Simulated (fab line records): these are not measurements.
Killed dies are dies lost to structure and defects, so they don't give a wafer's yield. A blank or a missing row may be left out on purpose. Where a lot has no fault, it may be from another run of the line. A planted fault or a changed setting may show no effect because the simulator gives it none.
The tool behind it: which one? -- flow sky130 -- at 1 step of a route of 708, 12 lots with 36 wafers sampled

WHAT THE GAUGES READ, wafer by wafer
SKY_SD_N_RS_MEAS_18: measures by four-point-probe.
lot,measured,on,RES_XHIGH_RS (ohm/sq)
L075,day 28 15:24,film metro-04,333.9 333.1 333.5
L077,day 28 22:39,film metro-03,332.2 332.1 331.4
L080,day 30 01:25,film metro-04,333.0 332.5 331.5
L081,day 30 07:02,film metro-01,328.9 329.5 329.9
L083,day 31 02:05,film metro-01,333.3 332.9 333.9
L085,day 32 03:41,film metro-03,332.2 332.1 332.6
L087,day 32 14:56,film metro-01,331.6 331.9 331.9
L089,day 32 23:36,film metro-01,332.2 331.6 332.1
L091,day 33 13:10,film metro-01,331.7 331.8 330.6
L093,day 34 12:51,film metro-04,331.0 332.7 332.3
L095,day 34 20:54,film metro-03,333.0 332.4 334.1
L097,day 35 10:51,film metro-04,331.0 331.0 331.5

TOOL THAT RAN EACH LOT (tool first, then ch and the chambers of the sampled wafers, then the start)
Record: no process step prior to these readings.

THE ANSWER, worked out from the rows above alone
Rule: usual is defined by the lots themselves. Put in order of their means at a reading, lots are off if they are a third of the lots or fewer, leave a main group of 4 or more, and stand apart from it by a gap of 3 or more times the standard deviation of the main group's means; of several such gaps the widest counts. A main group is skipped when, at the precision printed for the reading in the tables above, its means are all equal. A lot without any number at a reading at which 4 lots or more have one is off too. Any other lot the step has rows for is counted as sound.
None of the lots is off at any reading shown; this tells nothing.

WHAT HAD BEEN PUT IN BY THE SIMULATOR
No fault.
